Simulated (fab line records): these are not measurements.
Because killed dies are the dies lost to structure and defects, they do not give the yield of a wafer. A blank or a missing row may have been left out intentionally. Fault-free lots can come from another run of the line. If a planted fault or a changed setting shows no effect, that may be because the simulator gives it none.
Comparing a struck lot with a sound one    flow sky130    34 steps out of a route of 708
Sound: the wafers L665.1, L665.2, L665.3. Wafers struck: L674.1, L674.2, L674.5. Last of all comes the cause.
For every step that has rows: the tool of each side, followed by ch and its chambers, followed by its first start. Under that, the readings that differ: sound wafers    struck wafers    difference of the means    sigmas: that difference in standard deviations of wafers without a fault.
alike: readings whose means differ by less than 2 such deviations, and words and numbers that are the same on both sides. not compared: withheld readings, readings that some wafer has no value for, bounds like >300 that may hide the same value, and numbers for which the record gives no deviation and whose values overlap.
Wherever a step has rows on one side only, a row that says differs or no value, or a row with sigmas, the two part there. Numbers that don't overlap but have no deviation are shown without sigmas and don't part them. A reading that every wafer of one side lacks parts them only if that side has two wafers or more.

first, 10 steps without rows for these wafers: SKY_METAL4_PEB_11; SKY_METAL4_DEVELOP_12 (develop time 60 s); SKY_METAL4_DESCUM_15 (chemistry O2, time 8 s); SKY_METAL4_ETCH_16 (etches BARC in N2/H2, stops on SiO2, time 88.2 s, target depth 60 nm); SKY_METAL4_ETCH_17 (etches SiO2 in C4F8/O2/Ar, stops on TiN, time 3.9 s, target depth 15 nm); SKY_METAL4_METAL_ETCH_18 (etches the open film in Cl2/BCl3, stops on SiO2, target depth 845 nm, time 183.1 s); SKY_METAL4_STRIP_19 (strips in O2/N2); SKY_METAL4_STRIP_20 (strips in post etch residue remover, time 1200 s); SKY_METAL4_CLEAN_21 (cleans in IPA, time 180 s); SKY_METAL4_CLEAN_22 (cleans in O3/DIW).
SKY_VIA4_HDPCVD_00: deposits SiO2, target thk 1750 nm, time 291.7 s.
  sound on hdpcvd-02 ch 0,1,2, day 44 18:40; struck on hdpcvd-01 ch 0,2, day 47 07:22
then, 22 steps without rows for these wafers: SKY_VIA4_CMP_02 (polishes SiO2); SKY_VIA4_DEHYDRATE_04 (time 60 s); SKY_VIA4_HMDS_05 (prime time 60 s); SKY_VIA4_COAT_06 (resist thk 1140 nm); SKY_VIA4_SOFTBAKE_07 (time 60 s); SKY_VIA4_EXPOSE_08 (exposes mask VIM4, target cd 800 nm); SKY_VIA4_PEB_09; SKY_VIA4_DEVELOP_10 (develop time 60 s); SKY_VIA4_ETCH_12 (etches SiO2 in C4F8/O2/Ar, stops on TiN, target depth 580 nm); SKY_VIA4_STRIP_13 (strips in O2/N2); SKY_VIA4_STRIP_14 (strips in post etch residue remover, time 1200 s); SKY_VIA4_CLEAN_15 (cleans in IPA, time 180 s); SKY_VIA4_CLEAN_16 (cleans in O3/DIW); SKY_VIA4_SPUTTER_17 (material TiN, target thk 20 nm, time 80 s); SKY_VIA4_CVD_18 (deposits W, target thk 505 nm, time 152.14 s); SKY_VIA4_CMP_21 (polishes, stops on SiO2, t overpolish 25 s, target thk 0 nm); SKY_METAL5_SPUTTER_00 (material Ti, target thk 15 nm, time 10 s); SKY_METAL5_SPUTTER_01 (material TiN, target thk 20 nm, time 16.7 s); SKY_METAL5_SPUTTER_02 (material AlCu, target thk 1150 nm, time 61.2 s); SKY_METAL5_SPUTTER_03 (material Ti, target thk 5 nm, time 3.3 s); SKY_METAL5_SPUTTER_04 (material TiN, target thk 70 nm, time 58.3 s); SKY_METAL5_DEHYDRATE_07 (time 60 s).
-- the record jumps here: 3 days lie between the struck wafers' starts before and after (it left off in module METAL5 and takes up again in module PAD_OPEN, whose first step shown is number 708 of the route) --
SKY_PAD_OPEN_PROBE_99:
  sound on prober-02 at day 48 11:10; struck on prober-01 at day 50 11:38
reading                                sound                struck             difference  sigmas
defect_limited_yield (%)               82.1 83.7 83.1       71.7 69.1 70.1     -12.7       -7
killed_at_M4_up                        2 3 1                59 63 64           +60         +30
killed_dies                            88 80 83             139 152 147        +62         +7
sort_bin_3_pad_short (%)               1.4 0.4 0.4          2.0 3.5 1.6        +1.6        +4
sort_bin_5_function (%)                11.2 10.4 9.1        19.1 20.1 21.1     +9.9        +7
sort_n_pass                            403 412 409          353 340 345        -62         -7
sort_yield_pct (%)                     81.9 83.7 83.1       71.7 69.1 70.1     -12.6       -7
model.etest.tester.sort_n_pass         403 412 409          353 340 345        -62         
model.etest.tester.sort_yield_pct (%)  81.91 83.74 83.13    71.75 69.11 70.12  -12.60      
model.etest.tester.sort_bin_5_pct (%)  11.18 10.37 9.146    19.11 20.12 21.14  +9.89       
model.etest.tester.sort_bin_3_pct (%)  1.423 0.4065 0.4065  2.033 3.455 1.626  +1.626      
  alike: killed_at_M0_to_M3, killed_at_contacts, killed_at_front_end, killed_at_other, killed_open, killed_short, sort_bin_6_memory, sort_bin_8_speed

WHERE THEY PART
SKY_PAD_OPEN_PROBE_99 only, going by this record.

WHY: the cause the simulator had injected
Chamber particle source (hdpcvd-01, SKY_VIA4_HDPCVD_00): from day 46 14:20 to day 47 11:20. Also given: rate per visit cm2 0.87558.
